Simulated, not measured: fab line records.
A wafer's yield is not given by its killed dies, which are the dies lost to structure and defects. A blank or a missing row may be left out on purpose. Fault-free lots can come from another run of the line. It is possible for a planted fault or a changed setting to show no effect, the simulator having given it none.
8D (eight disciplines) problem report, filled in by code    flow sfqLine    the parts of the form that need people (team, actions taken, sign-off) are left out

## 1. WHAT WENT WRONG
At SFQ_TRILAYER_I6_DEP_PECVD_165, runLengthS averages 133.4 s over 2 wafers from 2 lots, while fault-free wafers read 139.2 s, standard deviation 0.51. That puts it -11 standard deviations away from the usual mean.
The step: deposits SiO2 from SiH4/N2O, time 111.11 s, target thk 500 nm.
Seen first at day 78 20:59 on pecvd-04, wafer L498.4. The record holds 42 wafers of 14 lots with a number at this step. The rule behind "out" and "out of limits": a value lying over 4 standard deviations away from the usual mean. The other wafers with a number count as sound.

## 2. WHAT IT IS, AND WHAT IT ISN'T
question                     is                 is not
which readings at this step  runLengthS         chamberPressureTorr, heaterPowerW, throttleValvePct
which lots                   L498, L499         L485, L486, L487, L488, L489, L490, L492, L493, L494, L497, L505, L507
which wafers of those lots   L498.4, L499.2     L498.3, L498.6, L499.3, L499.5
read on which tools          pecvd-04           pecvd-01, pecvd-03
when                         from day 78 20:59  up to then (32 sound wafers); but 8 sound wafers of L499, L505, L507 came after

## 3. SUSPECTS, AND WHAT RULES EACH OUT
Counting: a tool at a process step up to the reading stays a suspect if it ran every lot that is out. Sound lots after the first of them don't rule it out here, since some wafers of a struck lot are sound.
- pecvd-04 at SFQ_TRILAYER_I6_DEP_PECVD_165 (deposits SiO2 from SiH4/N2O, time 111.11 s, target thk 500 nm): kept. Every lot that is out went through it, the first being L498 (day 78 20:59); the last sound lot it ran before that was L494 (day 78 10:36). On those wafers its own readings are out: runLengthS.
- In pecvd-04 at SFQ_TRILAYER_I6_DEP_PECVD_165, the wafers that are out were processed in chamber 1 and their sound lot-mates in chambers 0, 2.
Remaining after the count: pecvd-04 at SFQ_TRILAYER_I6_DEP_PECVD_165.

## 4. THE CAUSE (what the simulator had put in)
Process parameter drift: pecvd-04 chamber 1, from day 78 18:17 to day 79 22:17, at SFQ_TRILAYER_I6_DEP_PECVD_165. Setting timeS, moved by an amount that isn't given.
This tool alone remained once counting was done.

## 5. THE EFFECT CHAIN, in route order
Each row: a reading where the mean over the struck wafers with a number is more than 3 standard deviations away from the usual. Only readings whose record carries a usual standard deviation are examined. hours: median over the lots of the time between each lot's start at the first step of this table that gives one and its start at this step. sigmas: the change, counted in usual standard deviations.
hours  step                           reading     usual    on struck wafers  change  sigmas
0      SFQ_TRILAYER_I6_DEP_PECVD_165  runLengthS  139.2 s  133.4             -5.8    -11
Its process steps:
- SFQ_TRILAYER_I6_DEP_PECVD_165: deposits SiO2 from SiH4/N2O, time 111.11 s, target thk 500 nm.
Readings that are blank on the struck wafers while sound wafers have them: susceptorTempC at SFQ_TRILAYER_I6_DEP_PECVD_165.

## 6. HOW IT WOULD HAVE BEEN CAUGHT EARLIER
First out-of-limits reading in this record: day 78 20:59, which is 3 hours after fault onset at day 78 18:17.
